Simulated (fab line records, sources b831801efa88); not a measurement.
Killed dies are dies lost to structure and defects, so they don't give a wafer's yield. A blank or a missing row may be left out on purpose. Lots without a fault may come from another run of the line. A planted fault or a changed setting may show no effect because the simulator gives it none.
A struck lot beside a sound one | flow gf180mcu | 18 steps out of a route of 602
Sound: wafers L841.1, L841.3, L841.5. Struck: wafer L853.1. (L853.4, L853.5 of the same lot were not struck and are left out.) The cause comes at the end.
At each step with rows: each side's tool, then ch and its chambers, then its first start. Under that, the readings that differ: sound wafers | struck wafers | difference of the means | sigmas: that difference in standard deviations of wafers without a fault.
alike: readings whose means differ by less than 2 such deviations, and words and numbers that are the same on both sides. not compared: withheld readings, readings that some wafer has no value for, bounds like >300 that may hide the same value, and numbers for which the record gives no deviation and whose values overlap.
The two part at a step that has a row with sigmas, a row that says differs or no value, or rows on one side only. Numbers that don't overlap but have no deviation are shown without sigmas and don't part them. A reading that every wafer of one side lacks parts them only if that side has two wafers or more.

first, 2 steps without rows for these wafers: GF_CONTACT_PEB_12 (peb time 90 s); GF_CONTACT_DEVELOP_13 (develop time 60 s).
GF_CONTACT_CD_MEAS_14: target cd 220 nm.
  sound on cd_sem-02, day 15 21:23; struck on cd_sem-01, day 20 15:05
  alike: cd_nm
GF_CONTACT_OVL_MEAS_15:
  sound on overlay-01, day 15 21:31; struck on overlay-02, day 20 15:13
  alike: CONTACT_OVL
GF_CONTACT_ETCH_16: etches BARC in N2/H2.
  sound on rie_diel-02 ch 1,3, day 15 21:33; struck on rie_diel-01 ch 2, day 20 15:15
  alike: bias_w, drypump_motor_current_A, oes_product_au, throttle_valve_pct
GF_CONTACT_ETCH_17: etches SiO2 in C4F8/O2/Ar, stops on CoSi2, target depth 860 nm.
  sound on rie_diel-02 ch 1,3; struck on rie_diel-01 ch 2
  reading               | sound             | struck | difference | sigmas
  oes_product_au (a.u.) | 0.812 0.810 0.803 | 0.823  | +0.015     | +3
  alike: bias_w
GF_CONTACT_STRIP_18: strips in O2/N2.
  sound on plasma_asher-01 ch 0,1, day 15 21:43; struck on plasma_asher-01 ch 1, day 20 15:25
  alike: drypump_motor_current_A, heater_power_w, oes_product_au
  not compared: rf_hours_counter_h
then, 3 steps without rows for these wafers: GF_CONTACT_CLEAN_19 (cleans in SPM); GF_CONTACT_CLEAN_20 (cleans in DIW); GF_CONTACT_CLEAN_21 (cleans in dHF, time 20 s).
GF_CONTACT_SPUTTER_22: material Ti, target thk 15 nm, time 80.02 s.
  sound on pvd_sputter-03, day 15 22:01; struck on pvd_sputter-03, day 20 15:43
  alike: throttle_valve_pct
then, 1 step without rows for these wafers: GF_CONTACT_SPUTTER_23 (material TiN, target thk 10 nm, time 40 s).
GF_CONTACT_CVD_24: deposits W, target thk 300 nm, time 90.339 s.
  sound on cvd_w-02 ch 0,1, day 15 22:07; struck on cvd_w-02 ch 1, day 20 15:49
  reading                               | sound             | struck | difference | sigmas
  model.W_of_CONTACT_CVD_24.thk_nm (nm) | 306.9 303.5 305.7 | 225.1  | -80.3      |
  alike: heater_power_outer_w, heater_power_w
GF_CONTACT_RS_MEAS_25: measures by four-point-probe.
  sound on film_metro-01, day 15 22:13; struck on film_metro-02, day 20 16:12
  reading               | sound             | struck | difference | sigmas
  CONTACT_W_RS (ohm/sq) | 0.374 0.378 0.376 | 0.511  | +0.135     | +27
  not compared: hold
GF_CONTACT_THK_MEAS_26: measures by xrf.
  sound on film_metro-01, day 15 22:20; struck on film_metro-02, day 20 22:19
  reading            | sound       | struck | difference | sigmas
  CONTACT_W_THK (nm) | 298 295 297 | 221    | -76        | -18
  not compared: hold
GF_CONTACT_CMP_27: polishes, stops on SiO2, t overpolish 15 s, target thk 0 nm.
  sound on cmp-01 ch 0,1, day 15 22:23; struck on cmp-02 ch 3, day 21 03:34
  reading                | sound    | struck                   | difference                   | sigmas
  hold                   | - - -    | await_dispo/5.2h/release | no value on the sound wafers |
  time_to_endpoint_s (s) | 73 72 72 | 55                       | -17                          | -5
  alike: motor_current_A
GF_M1_SPUTTER_00: material Ti, target thk 37.5 nm, time 150 s.
  sound on pvd_sputter-03, day 15 22:41; struck on pvd_sputter-04, day 21 03:52
  reading                | sound          | struck | difference | sigmas
  throttle_valve_pct (%) | 29.2 27.9 29.2 | 31.1   | +2.3       | +3
GF_PASSIVATION_PROBE_99:
  the record has rows for the sound wafers here (prober-01, day 28 19:13) and none for the struck ones

WHERE THEY PART
First at GF_CONTACT_ETCH_17; last, within this record, at GF_PASSIVATION_PROBE_99.

WHY: what the simulator had put in
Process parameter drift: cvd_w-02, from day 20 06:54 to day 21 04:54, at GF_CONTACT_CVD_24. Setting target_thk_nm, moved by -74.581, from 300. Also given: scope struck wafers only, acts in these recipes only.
